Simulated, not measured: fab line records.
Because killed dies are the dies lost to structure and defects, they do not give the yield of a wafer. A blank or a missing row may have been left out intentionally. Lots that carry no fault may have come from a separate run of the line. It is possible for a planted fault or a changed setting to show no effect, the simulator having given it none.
fab line records | flow sky130
record lots=5 wafers=15 last-day=50
route steps=708 shown CONTACT@410 METAL1@434
lots that met no fault: from a run of the same line without faults
start-h: start of the lot's first displayed wafer, in hours after the record's first day | wait-h: hours from the lot's prior step to this one | " same as the row above | L1.1+2: a single row standing in for several wafers | - value missing, or start not given | * or withheld: withheld | < > ~ a bound
route shown NAME@n: a module of which the file shows steps, and the number in the route of the first | usual: mean/standard deviation taken from wafers without a fault | same: alike in all rows | chamber/n: place in a boat | sites: per-site readings | _std_site: the values' standard deviation | _edge_site: the outer-site mean with the inner-site mean subtracted | radius-mm: how far each site lies from the wafer's centre | mask NAME#n: copy n | behind: the last tool/chamber to shape the wafer | hold: the reason the lot was held/the length of the hold in hours/how it ended | device: which transistor (n, p or np) failed to switch | end of line: the same wafers' tests at the end of the route | a step without rows: its recipe alone | killed: the dies lost at the first sort to structure and to defects; this is not the yield of the wafer | map: per-die view of a wafer (x killed, . not killed, _ where there is no die)
set.NAME: the setting the step ran with; set.NAME@STEP: the setting that earlier step ran with | model.NAME: the simulator's own value behind a step, which no gauge read
lots at some steps of the route; a table a step, a row a wafer
services: the hour from which a tool's chamber was out of use, counted from the record's first day as start-h (under 0 if before that day), plus the number of hours and why
## steps
# step SKY_CONTACT_CMP_04
# recipe material=SiO2 down-force-psi=4 platen-rpm=60 pad-velocity-m-s=0.94248
# usual edge-zone-pressure-frac=1.000/0.0054 motor-current-A=12.2/1.7 time-to-endpoint-s=84/6.2
# columns lot.wafer tool chamber start-h wait-h edge-zone-pressure-frac motor-current-A time-to-endpoint-s
L074.4 cmp-02 3 712.08 0.1 1.002 14.1 83
L074.3 " 1 " " 1.001 10.5 86
L074.6 " 3 " " 1.005 14.3 86
L085.2 cmp-02 3 811.45 0.3 1.011 13.8 88
L085.3 " 0 " " 1.010 11.9 80
L085.5 " 2 " " 1.002 14.6 84
L086.4 cmp-01 1 813.43 0.0 0.996 10.9 84
L086.2 " 2 " " 1.001 12.3 97
L086.6 " 1 " " 1.002 11.1 78
L089.3 cmp-01 2 842.61 0.1 0.996 12.8 89
L089.4 " 3 " " 0.994 9.6 88
L089.1 " 0 " " 1.003 13.5 82
L094.4 cmp-01 2 865.85 0.1 1.004 12.9 89
L094.1 " 3 " " 0.997 9.5 87
L094.6 " 2 " " 1.005 12.7 90
# step SKY_CONTACT_BOW_MEAS_05
# recipe mode=bow
# usual CONTACT_BOW=81/6.5
# columns lot.wafer tool chamber start-h wait-h CONTACT_BOW[um]
L074.3 film-metro-03 - 712.37 0.1 83
L074.4 " - " " 99
L074.6 " - " " 84
L085.2 film-metro-02 - 811.67 0.2 75
L085.3 " - " " 77
L085.5 " - " " 72
L086.2 film-metro-01 - 813.75 0.2 87
L086.4 " - " " 74
L086.6 " - " " 81
L089.1 film-metro-03 - 842.86 0.1 87
L089.3 " - " " 75
L089.4 " - " " 92
L094.1 film-metro-03 - 866.12 0.2 81
L094.4 " - " " 86
L094.6 " - " " 89
# step SKY_CONTACT_DEHYDRATE_06
# recipe temp-c=200 time-s=60
# columns lot.wafer tool chamber start-h wait-h
L074.3+4+6 litho-track-01 0 726.20 13.8
L085.2+3+5 litho-track-03 0 824.28 12.6
L086.2+4+6 litho-track-01 0 826.62 12.9
L089.1+3+4 litho-track-03 0 855.00 12.1
L094.1+4+6 litho-track-04 0 878.13 12.0
# step SKY_CONTACT_HMDS_07
# recipe prime-time-s=60 prime-temp-c=120
# usual prime-temp-c=119.97/0.15
# columns lot.wafer tool chamber start-h wait-h prime-temp-c
L074.3 litho-track-01 0 726.35 0.1 120.01
L074.4 " 0 " " 120.04
L074.6 " 0 " " 120.01
L085.2 litho-track-03 0 824.43 0.1 119.82
L085.3 " 0 " " 119.64
L085.5 " 0 " " 119.86
L086.2 litho-track-01 0 826.77 0.1 120.15
L086.4 " 0 " " 120.04
L086.6 " 0 " " 120.10
L089.1 litho-track-03 0 855.15 0.1 119.89
L089.3 " 0 " " 120.03
L089.4 " 0 " " 119.80
L094.1 litho-track-04 0 878.28 0.1 119.94
L094.4 " 0 " " 120.08
L094.6 " 0 " " 120.16
# step SKY_CONTACT_COAT_08
# recipe resist=BARC temp-c=withheld time-s=withheld spin-rpm=3000 resist-thk-nm=60
# columns lot.wafer tool chamber start-h wait-h
L074.3+4+6 litho-track-01 0 726.50 0.1
L085.2+3+5 litho-track-03 0 824.58 0.1
L086.2+4+6 litho-track-01 0 826.92 0.1
L089.1+3+4 litho-track-03 0 855.30 0.1
L094.1+4+6 litho-track-04 0 878.43 0.1
# step SKY_CONTACT_COAT_09
# recipe resist=KrF-thick spin-rpm=3000 resist-thk-nm=450
# columns lot.wafer tool chamber start-h wait-h
L074.3+4+6 litho-track-01 0 - -
L085.2+3+5 litho-track-03 0 - -
L086.2+4+6 litho-track-01 0 - -
L089.1+3+4 litho-track-03 0 - -
L094.1+4+6 litho-track-04 0 - -
# step SKY_CONTACT_SOFTBAKE_10
# recipe temp-c=100 time-s=90 resist=KrF-thick
# columns lot.wafer tool chamber start-h wait-h
L074.3+4+6 litho-track-01 0 - -
L085.2+3+5 litho-track-03 0 - -
L086.2+4+6 litho-track-01 0 - -
L089.1+3+4 litho-track-03 0 - -
L094.1+4+6 litho-track-04 0 - -
# step SKY_CONTACT_EXPOSE_11
# recipe mask-id=CTM1 na=0.8 source-shape=annular sigma-inner=0.55 sigma-outer=0.85 target-cd-nm=170 dose-mj=38
# same sigma-inner=0.55
# columns lot.wafer tool chamber start-h wait-h mask
L074.3+4+6 krf-scanner-01 0 - - CTM1#0
L085.2+3+5 krf-scanner-02 0 - - CTM1#0
L086.2+4+6 krf-scanner-01 0 - - CTM1#0
L089.1+3+4 krf-scanner-02 0 - - CTM1#0
L094.1+4+6 krf-scanner-01 0 - - CTM1#0
# step SKY_CONTACT_PEB_12
# recipe peb-temp-c=withheld peb-time-s=withheld resist=KrF-thick
# columns lot.wafer tool chamber start-h wait-h
L074.3+4+6 litho-track-04 0 - -
L085.2+3+5 litho-track-03 0 - -
L086.2+4+6 litho-track-03 0 - -
L089.1+3+4 litho-track-01 0 - -
L094.1+4+6 litho-track-04 0 - -
# step SKY_CONTACT_DEVELOP_13
# recipe develop-time-s=60 resist=KrF-thick dev-temp-c=21
# columns lot.wafer tool chamber start-h wait-h
L074.3+4+6 litho-track-04 0 - -
L085.2+3+5 litho-track-03 0 - -
L086.2+4+6 litho-track-03 0 - -
L089.1+3+4 litho-track-01 0 - -
L094.1+4+6 litho-track-04 0 - -
# step SKY_CONTACT_CD_MEAS_14
# recipe target-cd-nm=170
# usual cd-nm=170.0/1.4
# columns lot.wafer tool chamber start-h wait-h cd-nm
L074.3 cd-sem-01 - 740.82 - 169.4
L074.4 " - " " 170.6
L074.6 " - " " 169.0
L085.2 cd-sem-01 - 837.87 - 169.6
L085.3 " - " " 168.4
L085.5 " - " " 168.4
L086.2 cd-sem-01 - 840.57 - 172.7
L086.4 " - " " 170.7
L086.6 " - " " 169.7
L089.1 cd-sem-01 - 868.70 - 172.6
L089.3 " - " " 171.5
L089.4 " - " " 170.8
L094.1 cd-sem-02 - 890.83 - 171.8
L094.4 " - " " 170.6
L094.6 " - " " 172.3
# step SKY_CONTACT_OVL_MEAS_15
# usual CONTACT_OVL=-1/4.9
# columns lot.wafer tool chamber start-h wait-h CONTACT_OVL[nm]
L074.3 overlay-02 - 740.91 0.1 -10
L074.4 " - " " -13
L074.6 " - " " -8
L085.2 overlay-02 - 837.98 0.1 -4
L085.3 " - " " -3
L085.5 " - " " -7
L086.2 overlay-01 - 840.68 0.1 6
L086.4 " - " " 4
L086.6 " - " " 3
L089.1 overlay-01 - 868.82 0.1 -3
L089.3 " - " " 0
L089.4 " - " " -4
L094.1 overlay-02 - 890.95 0.1 -2
L094.4 " - " " -1
L094.6 " - " " 3
# step SKY_CONTACT_ETCH_16
# recipe chemistry=N2/H2 target=BARC ion-energy-ev=200 source-w=500 bias-w=100 pressure-mtorr=30 n2-flow-sccm=100 h2-flow-sccm=200 stop-on=SiO2 time-s=45.9 target-depth-a=600
# usual drypump-motor-current-A=5.8/0.46 oes-product-au=0.855/0.0048 throttle-valve-pct=13.225/0.0087
# columns lot.wafer tool chamber start-h wait-h drypump-motor-current-A oes-product-au rf-hours-counter-h throttle-valve-pct
L074.3 rie-diel-04 2 740.93 0.0 6.3 0.851 11 13.206
L074.4 " 3 " " 5.9 0.847 3 13.226
L074.6 " 0 " " 5.7 0.856 - 13.231
L085.2 rie-diel-02 1 838.01 0.0 5.6 0.844 7 13.218
L085.3 " 2 " " 5.3 0.853 7 13.233
L085.5 " 3 " " 5.7 0.858 - 13.220
L086.2 rie-diel-02 0 840.71 0.0 6.3 0.854 10 13.224
L086.4 " 2 " " 5.3 0.853 7 13.235
L086.6 " 2 " " 5.3 0.853 - 13.237
L089.1 rie-diel-03 1 868.85 0.0 5.5 0.850 18 13.213
L089.3 " 3 " " 4.7 0.858 14 13.242
L089.4 " 0 " " 5.7 0.861 - 13.223
L094.1 rie-diel-02 3 890.98 0.0 5.6 0.862 7 13.220
L094.4 " 2 " " 5.3 0.854 9 13.210
L094.6 " 1 " " 5.6 0.862 - 13.233
# step SKY_CONTACT_ETCH_17
# recipe target=SiO2 chemistry=C4F8/O2/Ar stop-on=Si3N4 mask-material=KrF-thick source-w=1500 bias-w=1200 pressure-mtorr=40 c4f8-flow-sccm=withheld O2_flow_sccm=6 Ar_flow_sccm=300 time-s=withheld target-depth-a=3400
# usual oes-product-au=0.891/0.005
# columns lot.wafer tool chamber start-h wait-h oes-product-au
L074.3 rie-diel-04 2 740.98 0.0 0.890
L074.4 " 3 " " 0.896
L074.6 " 0 " " 0.893
L085.2 rie-diel-02 1 838.05 0.0 0.899
L085.3 " 2 " " 0.884
L085.5 " 3 " " 0.898
L086.2 rie-diel-02 0 840.75 0.0 0.893
L086.4 " 2 " " 0.894
L086.6 " 2 " " 0.890
L089.1 rie-diel-03 1 868.89 0.0 0.899
L089.3 " 3 " " 0.889
L089.4 " 0 " " 0.894
L094.1 rie-diel-02 3 891.03 0.0 0.895
L094.4 " 2 " " 0.892
L094.6 " 1 " " 0.883
# step SKY_CONTACT_ETCH_18
# recipe target=Si3N4 chemistry=CHF3/O2 stop-on=TiN source-w=600 bias-w=200 pressure-mtorr=40 chf3-flow-sccm=50 O2_flow_sccm=5 time-s=39 target-depth-a=750
# usual drypump-motor-current-A=5.7/0.46 oes-product-au=0.857/0.0084 throttle-valve-pct=8.794/0.0083
# columns lot.wafer tool chamber start-h wait-h drypump-motor-current-A oes-product-au rf-hours-counter-h throttle-valve-pct
L074.3 rie-diel-04 2 - - 6.3 0.859 11 8.798
L074.4 " 3 " " 5.9 0.876 3 8.781
L074.6 " 0 " " 5.7 0.858 - 8.799
L085.2 rie-diel-02 1 - - 5.5 0.855 7 8.799
L085.3 " 2 " " 5.3 0.860 7 8.794
L085.5 " 3 " " 5.7 0.857 - 8.790
L086.2 rie-diel-02 0 - - 6.4 0.864 10 8.799
L086.4 " 2 " " 5.3 0.868 7 8.808
L086.6 " 2 " " 5.3 0.844 - 8.782
L089.1 rie-diel-03 1 - - 5.5 0.835 18 8.788
L089.3 " 3 " " 4.7 0.853 14 8.803
L089.4 " 0 " " 5.7 0.867 - 8.797
L094.1 rie-diel-02 3 - - 5.7 0.843 7 8.795
L094.4 " 2 " " 5.3 0.852 9 8.793
L094.6 " 1 " " 5.5 0.869 - 8.790
# step SKY_CONTACT_STRIP_19
# recipe chemistry=O2/N2 power-w=1400 pressure-mtorr=1500 platen-temp-c=withheld o2-flow-sccm=3000 n2-flow-sccm=300 overash-fraction=0.5
# usual drypump-motor-current-A=5.8/0.3 oes-product-au=0.382/0.0049 strip-time-to-endpoint-s=3.63/0.043
# columns lot.wafer tool chamber start-h wait-h drypump-motor-current-A oes-product-au rf-hours-counter-h strip-time-to-endpoint-s
L074.3 plasma-asher-02 1 741.10 - 5.8 0.389 - 3.66
L074.4 " 0 " " 5.6 0.383 - 3.70
L074.6 " 1 " " 5.8 0.386 - 3.63
L085.2 plasma-asher-01 0 838.14 - 6.3 0.386 9 3.63
L085.3 " 0 " " 6.3 0.380 - 3.64
L085.5 " 1 " " 5.4 0.385 - 3.63
L086.2 plasma-asher-02 0 840.84 - 5.6 0.378 40 3.51
L086.4 " 0 " " 5.6 0.385 - 3.63
L086.6 " 0 " " 5.6 0.382 - 3.64
L089.1 plasma-asher-01 0 868.98 - 6.3 0.388 12 3.61
L089.3 " 1 " " 5.4 0.384 - 3.68
L089.4 " 0 " " 6.4 0.386 - 3.65
L094.1 plasma-asher-01 0 891.12 - 6.4 0.383 15 3.68
L094.4 " 1 " " 5.4 0.386 - 3.63
L094.6 " 0 " " 6.4 0.380 - 3.63
# step SKY_CONTACT_STRIP_20
# recipe chemistry=post-etch-residue-remover time-s=1200 temp-c=72.5
# columns lot.wafer tool chamber start-h wait-h
L074.3+4+6 wet-bench-02 1 741.17 0.0
L085.2+3+5 wet-bench-03 3 838.24 0.1
L086.2+4+6 wet-bench-04 3 840.94 0.1
L089.1+3+4 wet-bench-04 3 869.08 0.1
L094.1+4+6 wet-bench-04 1 891.22 0.1
# step SKY_CONTACT_CLEAN_21
# recipe chemistry=IPA time-s=180 temp-c=25
# columns lot.wafer tool chamber start-h wait-h
L074.3+4+6 wet-bench-04 0 741.51 0.0
L085.2+3+5 wet-bench-02 3 838.58 0.0
L086.2+4+6 wet-bench-02 2 841.28 0.0
L089.1+3+4 wet-bench-04 0 869.46 0.0
L094.1+4+6 wet-bench-03 0 891.56 0.0
# step SKY_CONTACT_CLEAN_22
# recipe chemistry=O3/DIW dry=n2-spin
# columns lot.wafer tool chamber start-h wait-h
L074.3+4+6 wet-bench-03 1 741.57 0.0
L085.2+3+5 wet-bench-04 3 838.65 0.0
L086.2+4+6 wet-bench-03 0 841.35 0.0
L089.1+3+4 wet-bench-04 3 869.52 0.0
L094.1+4+6 wet-bench-03 0 891.62 0.0
# step SKY_CONTACT_SPUTTER_23
# recipe material=TiN target-thk-nm=20 chamber-pressure-pa=5 power-w=4000 time-s=80
# usual throttle-valve-pct=29.5/0.8
# columns lot.wafer tool chamber start-h wait-h throttle-valve-pct
L074.3 pvd-sputter-04 - 741.66 0.0 29.6
L074.4 " - " " 29.5
L074.6 " - " " 29.6
L085.2 pvd-sputter-03 - 838.74 0.0 29.6
L085.3 " - " " 29.6
L085.5 " - " " 29.8
L086.2 pvd-sputter-03 - 841.44 0.0 28.9
L086.4 " - " " 29.7
L086.6 " - " " 29.6
L089.1 pvd-sputter-03 - 869.62 0.0 30.8
L089.3 " - " " 29.4
L089.4 " - " " 29.3
L094.1 pvd-sputter-03 - 891.72 0.0 29.5
L094.4 " - " " 29.1
L094.6 " - " " 29.9
# step SKY_CONTACT_CVD_24
# recipe material=W target-thk-nm=340 time-s=102.12 temp-c=400 pressure-torr=38.51
# usual heater-power-w=972/64
# columns lot.wafer tool chamber start-h wait-h heater-power-w
L074.3 cvd-w-01 1 741.76 0.1 948
L074.4 " 0 " " 906
L074.6 " 1 " " 959
L085.2 cvd-w-02 0 838.80 0.0 1037
L085.3 " 1 " " 956
L085.5 " 0 " " 1055
L086.2 cvd-w-02 0 841.54 0.1 1078
L086.4 " 0 " " 1050
L086.6 " 0 " " 1041
L089.1 cvd-w-01 1 869.68 0.0 938
L089.3 " 1 " " 930
L089.4 " 0 " " 877
L094.1 cvd-w-01 0 891.78 0.0 889
L094.4 " 1 " " 928
L094.6 " 1 " " 936
# step SKY_CONTACT_RS_MEAS_25
# recipe thk-meas-gauge=four-point-probe reads=W_of_CONTACT_CVD_24+TiN_of_CONTACT_SPUTTER_23
# usual CONTACT_W_RS=0.345/0.007
# columns lot.wafer tool chamber start-h wait-h CONTACT_W_RS[ohm/sq]
L074.3 film-metro-03 - 741.87 0.1 0.350
L074.4 " - " " 0.343
L074.6 " - " " 0.349
L085.2 film-metro-01 - 838.93 0.1 0.335
L085.3 " - " " 0.353
L085.5 " - " " 0.341
L086.2 film-metro-03 - 841.74 0.2 0.336
L086.4 " - " " 0.337
L086.6 " - " " 0.340
L089.1 film-metro-02 - 869.79 0.1 0.351
L089.3 " - " " 0.353
L089.4 " - " " 0.342
L094.1 film-metro-02 - 891.89 0.1 0.346
L094.4 " - " " 0.352
L094.6 " - " " 0.352
# step SKY_CONTACT_THK_MEAS_26
# recipe thk-meas-gauge=xrf reads=W_of_CONTACT_CVD_24
# usual CONTACT_W_THK=328/7.4
# columns lot.wafer tool chamber start-h wait-h CONTACT_W_THK[nm]
L074.3 film-metro-03 - 741.97 0.1 326
L074.4 " - " " 334
L074.6 " - " " 329
L085.2 film-metro-01 - 839.04 0.1 339
L085.3 " - " " 323
L085.5 " - " " 331
L086.2 film-metro-03 - 841.85 0.1 337
L086.4 " - " " 335
L086.6 " - " " 330
L089.1 film-metro-02 - 869.91 0.1 324
L089.3 " - " " 322
L089.4 " - " " 333
L094.1 film-metro-02 - 892.01 0.1 329
L094.4 " - " " 322
L094.6 " - " " 321
# step SKY_CONTACT_CMP_27
# recipe stop-on=SiO2 t-overpolish-s=15 down-force-psi=3.5 platen-rpm=60 target-thk-nm=0 pad-velocity-m-s=0.94248
# usual edge-zone-pressure-frac=1.000/0.0051 motor-current-A=11.2/1.6 overpolish-run-s=15.000/0.0088 time-to-endpoint-s=79/5.9
# columns lot.wafer tool chamber start-h wait-h edge-zone-pressure-frac motor-current-A overpolish-run-s time-to-endpoint-s
L074.3 cmp-01 3 742.01 0.0 1.001 8.4 14.992 90
L074.4 " 1 " " 0.993 10.3 14.986 79
L074.6 " 0 " " 1.003 11.8 14.990 90
L085.2 cmp-02 3 839.14 0.1 1.011 12.4 14.994 82
L085.3 " 0 " " 0.993 11.3 14.986 66
L085.5 " 2 " " 0.994 14.2 15.004 74
L086.2 cmp-02 3 841.90 0.0 1.010 13.4 15.012 79
L086.4 " 0 " " 1.005 10.5 15.005 72
L086.6 " 3 " " 1.005 12.5 14.994 78
L089.4 cmp-01 1 870.00 0.1 0.998 10.3 14.990 75
L089.1 " 3 " " 0.998 8.5 15.004 80
L089.3 " 0 " " 0.994 12.2 15.000 76
L094.4 cmp-02 1 892.17 0.1 1.002 9.5 14.985 77
L094.1 " 2 " " 0.997 14.9 14.987 73
L094.6 " 3 " " 1.004 13.3 14.986 75
# step SKY_METAL1_SPUTTER_00
# recipe material=Ti target-thk-nm=15 power-w=3000 time-s=10 chamber-pressure-pa=0.4
# usual throttle-valve-pct=29.9/0.83
# columns lot.wafer tool chamber start-h wait-h throttle-valve-pct
L074.3 pvd-sputter-03 - 742.31 0.2 29.3
L074.4 " - " " 30.9
L074.6 " - " " 29.8
L085.2 pvd-sputter-03 - 839.39 0.2 30.9
L085.3 " - " " 29.9
L085.5 " - " " 29.8
L086.2 pvd-sputter-01 - 842.20 0.2 30.7
L086.4 " - " " 29.0
L086.6 " - " " 28.3
L089.1 pvd-sputter-02 - 870.33 0.2 30.3
L089.3 " - " " 30.2
L089.4 " - " " 31.0
L094.1 pvd-sputter-01 - 892.37 0.1 30.9
L094.4 " - " " 28.6
L094.6 " - " " 29.0
## services
# columns tool chamber start-h hours kind
cmp-02 - 691.99 5.5 pm
rie-diel-03 1 701.98 4.4 repair
plasma-asher-01 - 710.02 0.7 repair
rie-diel-04 1 717.81 20.0 repair
cmp-01 - 721.66 5.5 pm
krf-scanner-01 - 724.06 1.3 pm
wet-bench-04 - 728.20 2.1 repair
cmp-01 - 729.68 5.9 pm
plasma-asher-01 - 733.75 9.0 pm
cmp-01 - 744.09 4.0 pm
rie-diel-02 1 748.85 5.5 repair
cmp-02 - 750.28 1.3 repair
pvd-sputter-03 - 763.70 1.2 repair
cmp-02 - 766.02 1.7 repair
cmp-02 - 769.91 1.5 repair
rie-diel-03 - 788.36 0.8 repair
krf-scanner-01 - 806.86 1.0 pm
rie-diel-02 - 816.25 2.8 pm
krf-scanner-01 - 817.91 4.0 pm
cvd-w-01 0 821.22 2.2 repair
cmp-02 - 843.91 2.8 repair
cmp-02 - 850.45 2.0 repair
cmp-01 - 877.91 5.3 repair
cmp-02 - 887.47 1.1 repair
## key
fault none
